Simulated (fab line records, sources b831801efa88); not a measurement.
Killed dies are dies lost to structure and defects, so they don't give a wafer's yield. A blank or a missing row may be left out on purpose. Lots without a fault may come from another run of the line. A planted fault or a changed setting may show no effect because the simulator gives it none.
Which tool did it? | flow sky130 | 24 lots, 72 wafers sampled, at 5 steps of a route of 708

WHAT THE GAUGES READ, wafer by wafer
SKY_VIA1_CD_MEAS_12: target cd 150 nm.
lot  | measured     | on        | cd_nm (nm)
L074 | day 34 15:24 | cd_sem-01 | 151.4 150.1 149.6
L076 | day 34 23:16 | cd_sem-02 | 150.9 149.7 150.6
L075 | day 35 00:41 | cd_sem-02 | 150.2 148.8 149.4
L077 | day 35 05:35 | cd_sem-02 | 147.9 148.3 149.6
L078 | day 35 09:28 | cd_sem-01 | 148.9 149.7 149.8
L079 | day 35 15:29 | cd_sem-02 | 149.8 151.0 150.2
L081 | day 36 06:07 | cd_sem-01 | 149.9 149.1 151.8
L080 | day 36 11:40 | cd_sem-02 | 150.6 150.3 152.0
L082 | day 36 12:00 | cd_sem-02 | 148.5 148.2 147.4
L083 | day 36 22:02 | cd_sem-01 | 146.9 147.3 146.5
L084 | day 37 07:40 | cd_sem-02 | 147.6 150.6 149.9
L085 | day 37 16:46 | cd_sem-01 | 147.1 148.1 147.3
L086 | day 37 18:19 | cd_sem-02 | 151.8 151.0 151.5
L087 | day 38 00:03 | cd_sem-02 | 148.3 147.7 147.6
L088 | day 38 06:18 | cd_sem-01 | 147.6 145.7 147.8
L089 | day 38 11:42 | cd_sem-02 | 149.6 150.4 149.3
L090 | day 38 23:35 | cd_sem-01 | 148.6 148.7 149.1
L091 | day 39 00:28 | cd_sem-01 | 152.8 152.8 153.0
L092 | day 39 15:53 | cd_sem-02 | 146.9 147.7 148.3
L093 | day 39 16:37 | cd_sem-01 | 149.9 150.4 150.4
L094 | day 40 04:08 | cd_sem-02 | 147.0 146.7 146.7
L095 | day 40 10:41 | cd_sem-02 | 149.3 149.4 149.5
L096 | day 40 13:09 | cd_sem-01 | 149.9 151.1 150.3
L097 | day 40 18:57 | cd_sem-02 | 148.7 149.1 148.7

SKY_CAPM_THK_MEAS_01.
lot  | measured     | on            | CAPM_CVD_00_THK (nm)
L074 | day 37 00:41 | film_metro-03 | 15.19 15.83 15.37
L076 | day 37 08:02 | film_metro-02 | 15.68 15.41 15.64
L075 | day 37 10:14 | film_metro-03 | 15.27 15.12 15.83
L077 | day 37 13:41 | film_metro-03 | 15.74 15.69 15.49
L078 | day 37 18:53 | film_metro-02 | 15.42 15.98 15.62
L079 | day 37 23:59 | film_metro-01 | 15.13 15.28 15.40
L081 | day 38 13:43 | film_metro-01 | 15.22 15.22 15.65
L080 | day 38 18:23 | film_metro-01 | 15.73 15.54 15.45
L082 | day 38 18:46 | film_metro-02 | 15.59 15.70 15.53
L083 | day 39 05:59 | film_metro-02 | 15.14 15.41 15.65
L084 | day 39 14:48 | film_metro-02 | 15.57 16.00 15.71
L085 | day 39 23:32 | film_metro-02 | 15.78 15.51 15.91
L086 | day 40 01:34 | film_metro-03 | 15.10 15.41 15.31
L087 | day 40 06:35 | film_metro-02 | 15.53 15.65 16.09
L088 | day 40 12:07 | film_metro-02 | 15.07 15.14 15.58
L089 | day 40 18:50 | film_metro-02 | 15.97 16.23 15.98
L090 | day 41 05:46 | film_metro-02 | 15.26 15.53 15.53
L091 | day 41 06:46 | film_metro-01 | 15.64 15.87 15.97
L092 | day 41 20:29 | film_metro-03 | 15.63 15.90 16.17
L093 | day 41 22:18 | film_metro-02 | 15.26 15.06 15.67
L094 | day 42 08:50 | film_metro-02 | 15.51 15.66 15.77
L095 | day 42 15:49 | film_metro-03 | 15.13 15.81 15.86
L096 | day 42 17:59 | film_metro-03 | 15.70 15.68 15.74
L097 | day 42 23:58 | film_metro-03 | 15.70 16.09 15.88

SKY_CAP2M_THK_MEAS_01.
lot  | measured     | on            | CAP2M_CVD_00_THK (nm)
L074 | day 40 09:34 | film_metro-03 | 15.49 15.80 15.59
L076 | day 40 14:26 | film_metro-02 | 15.27 15.06 15.39
L075 | day 40 16:45 | film_metro-03 | 15.78 15.21 15.71
L077 | day 40 19:47 | film_metro-02 | 15.40 15.78 15.67
L078 | day 41 01:18 | film_metro-04 | 15.27 16.01 15.37
L079 | day 41 06:26 | film_metro-03 | 15.37 15.51 15.41
L081 | day 41 18:28 | film_metro-03 | 15.66 15.57 15.96
L080 | day 42 00:37 | film_metro-04 | 15.45 15.49 15.94
L082 | day 42 01:20 | film_metro-03 | 15.36 15.75 15.62
L083 | day 42 10:53 | film_metro-02 | 15.42 15.37 15.61
L084 | day 42 19:01 | film_metro-04 | 15.72 15.24 15.88
L085 | day 43 03:56 | film_metro-02 | 15.42 15.91 15.71
L086 | day 43 05:47 | film_metro-02 | 15.46 15.53 15.66
L087 | day 43 10:10 | film_metro-02 | 14.97 15.71 15.26
L088 | day 43 16:05 | film_metro-02 | 15.60 15.28 15.97
L089 | day 43 21:56 | film_metro-04 | 15.58 15.42 16.10
L090 | day 44 08:15 | film_metro-04 | 15.29 15.03 15.25
L091 | day 44 08:47 | film_metro-04 | 15.71 15.76 15.77
L092 | day 44 21:03 | film_metro-02 | 15.51 15.53 15.90
L093 | day 44 22:55 | film_metro-02 | 15.27 15.56 15.55
L094 | day 45 09:01 | film_metro-03 | 15.89 15.33 15.48
L095 | day 45 14:12 | film_metro-04 | 15.47 15.37 15.40
L096 | day 45 17:28 | film_metro-02 | 15.66 15.60 15.78
L097 | day 45 22:57 | film_metro-02 | 15.43 15.61 15.51

WHICH TOOL RAN EACH LOT (tool, then ch and the chambers of the sampled wafers, then the start)
lot  | SKY_METAL1_DESCUM_17              | SKY_VIA2_STRIP_16
L074 | rie_metal-03 ch 0,1, day 33 12:34 | plasma_asher-02 ch 0,1, day 36 23:15
L076 | rie_metal-04 ch 1, day 33 18:58   | plasma_asher-03 ch 0,1, day 37 06:35
L075 | rie_metal-01 ch 0,1, day 33 20:39 | plasma_asher-03 ch 0,1, day 37 08:47
L077 | rie_metal-03 ch 0,1, day 34 01:37 | plasma_asher-02 ch 0,1, day 37 12:15
L078 | rie_metal-01 ch 0,1, day 34 05:58 | plasma_asher-03 ch 1, day 37 17:26
L079 | rie_metal-03 ch 0,1, day 34 11:11 | plasma_asher-04 ch 0,1, day 37 22:33
L081 | rie_metal-03 ch 0, day 35 02:28   | plasma_asher-03 ch 0,1, day 38 12:16
L080 | rie_metal-04 ch 1, day 35 07:28   | plasma_asher-02 ch 0,1, day 38 16:57
L082 | rie_metal-03 ch 0,1, day 35 07:37 | plasma_asher-03 ch 0,1, day 38 17:16
L083 | rie_metal-04 ch 1, day 35 18:52   | plasma_asher-04 ch 0,1, day 39 04:32
L084 | rie_metal-01 ch 0,1, day 36 04:50 | plasma_asher-04 ch 0,1, day 39 13:15
L085 | rie_metal-01 ch 0,1, day 36 13:10 | plasma_asher-04 ch 0,1, day 39 22:05
L086 | rie_metal-04 ch 0,1, day 36 14:40 | plasma_asher-04 ch 0,1, day 40 00:07
L087 | rie_metal-01 ch 0,1, day 36 21:23 | plasma_asher-04 ch 0,1, day 40 05:09
L088 | rie_metal-03 ch 0, day 37 03:49   | plasma_asher-03 ch 0,1, day 40 10:40
L089 | rie_metal-03 ch 0,1, day 37 09:22 | plasma_asher-04 ch 0,1, day 40 17:22
L090 | rie_metal-04 ch 0, day 37 21:12   | plasma_asher-03 ch 0,1, day 41 04:19
L091 | rie_metal-03 ch 0,1, day 37 22:04 | plasma_asher-02 ch 0,1, day 41 05:19
L092 | rie_metal-01 ch 0,1, day 38 13:39 | plasma_asher-04 ch 0,1, day 41 18:40
L093 | rie_metal-04 ch 0,1, day 38 14:00 | plasma_asher-04 ch 1, day 41 20:26
L094 | rie_metal-04 ch 0,1, day 39 00:57 | plasma_asher-04 ch 0,1, day 42 07:22
L095 | rie_metal-04 ch 0,1, day 39 08:09 | plasma_asher-02 ch 0,1, day 42 14:22
L096 | rie_metal-01 ch 0,1, day 39 11:34 | plasma_asher-03 ch 0,1, day 42 16:34
L097 | rie_metal-01 ch 0, day 39 17:06   | plasma_asher-02 ch 0,1, day 42 22:31
- SKY_METAL1_DESCUM_17: chemistry O2, time 8 s.
- SKY_VIA2_STRIP_16: strips in O2/N2.

WHAT THE TOOLS THEMSELVES READ (means of the sampled wafers that have a number; where no wafer has one, the mark that the record gives instead)
SKY_METAL1_DESCUM_17.
lot  | tool         | drypump_motor_current_A (A) | oes_product_au (a.u.)
L074 | rie_metal-03 | 6.2                         | 0.998
L076 | rie_metal-04 | 5.2                         | 1.011
L075 | rie_metal-01 | 5.2                         | 1.013
L077 | rie_metal-03 | 5.9                         | 1.008
L078 | rie_metal-01 | 5.4                         | 1.015
L079 | rie_metal-03 | 6.2                         | 1.000
L081 | rie_metal-03 | 5.6                         | 1.003
L080 | rie_metal-04 | 5.2                         | 1.003
L082 | rie_metal-03 | 5.9                         | 1.006
L083 | rie_metal-04 | 5.2                         | 0.998
L084 | rie_metal-01 | 5.2                         | 1.020
L085 | rie_metal-01 | 5.2                         | 1.018
L086 | rie_metal-04 | 4.9                         | 1.001
L087 | rie_metal-01 | 5.4                         | 1.030
L088 | rie_metal-03 | 5.7                         | 0.973
L089 | rie_metal-03 | 6.2                         | 0.983
L090 | rie_metal-04 | 4.7                         | 0.997
L091 | rie_metal-03 | 5.9                         | 0.985
L092 | rie_metal-01 | 5.2                         | 1.020
L093 | rie_metal-04 | 5.0                         | 0.997
L094 | rie_metal-04 | 5.0                         | 0.993
L095 | rie_metal-04 | 5.0                         | 0.991
L096 | rie_metal-01 | 5.4                         | 1.030
L097 | rie_metal-01 | 5.0                         | 1.003

SKY_VIA2_STRIP_16.
lot  | tool            | drypump_motor_current_A (A) | o2_flow_sccm (sccm) | oes_product_au (a.u.) | strip_time_to_endpoint_s (s)
L074 | plasma_asher-02 | 5.7                         | 2995                | 0.398                 | 4.07
L076 | plasma_asher-03 | 6.2                         | 2997                | 0.403                 | 4.06
L075 | plasma_asher-03 | 6.0                         | 3002                | 0.401                 | 4.06
L077 | plasma_asher-02 | 5.6                         | 3006                | 0.396                 | 4.04
L078 | plasma_asher-03 | 6.0                         | 3004                | 0.400                 | 4.05
L079 | plasma_asher-04 | 5.7                         | 3003                | 0.398                 | 4.07
L081 | plasma_asher-03 | 6.1                         | 2991                | 0.397                 | 4.04
L080 | plasma_asher-02 | 5.3                         | 2997                | 0.393                 | 4.04
L082 | plasma_asher-03 | 6.2                         | 3009                | 0.394                 | 4.02
L083 | plasma_asher-04 | 5.7                         | 3006                | 0.399                 | 4.05
L084 | plasma_asher-04 | 5.9                         | 3007                | 0.402                 | 4.07
L085 | plasma_asher-04 | 5.8                         | 2992                | 0.401                 | 4.06
L086 | plasma_asher-04 | 5.7                         | 3012                | 0.398                 | 4.08
L087 | plasma_asher-04 | 5.8                         | 2989                | 0.395                 | 4.02
L088 | plasma_asher-03 | 6.2                         | 3003                | 0.402                 | 4.10
L089 | plasma_asher-04 | 5.7                         | 3005                | 0.394                 | 4.03
L090 | plasma_asher-03 | 6.2                         | 2992                | 0.402                 | 4.03
L091 | plasma_asher-02 | 5.7                         | 3013                | 0.398                 | 4.08
L092 | plasma_asher-04 | 5.8                         | 3008                | 0.404                 | 4.10
L093 | plasma_asher-04 | 5.6                         | 2997                | 0.399                 | 4.06
L094 | plasma_asher-04 | 5.8                         | 2998                | 0.399                 | 4.07
L095 | plasma_asher-02 | 5.7                         | 3007                | 0.401                 | 4.03
L096 | plasma_asher-03 | 6.2                         | 2992                | 0.395                 | 4.03
L097 | plasma_asher-02 | 5.7                         | 3002                | 0.405                 | 4.11

THE ANSWER, worked out from the rows above alone
Rule: what is usual is taken from the lots themselves. Put in order of their means at a reading, lots are off if they are a third of the lots or fewer, leave a main group of 4 or more, and stand apart from it by a gap of 3 or more times the standard deviation of the main group's means; of several such gaps the widest counts. A main group whose means are all the same, to the digits that the tables above print for the reading, isn't used. A lot without any number at a reading at which 4 lots or more have one is off too. The other lots that the step has rows for count as sound. The gauges are gone through in route order, then the tools' own readings, and for those a lot's mean is taken as printed above. The first step at which some lot is off is used, and at that step the reading that is off furthest; a lot without a number counts as furthest.
No lot is off at any reading shown: from this, nothing can be told.

WHAT THE SIMULATOR HAD PUT IN
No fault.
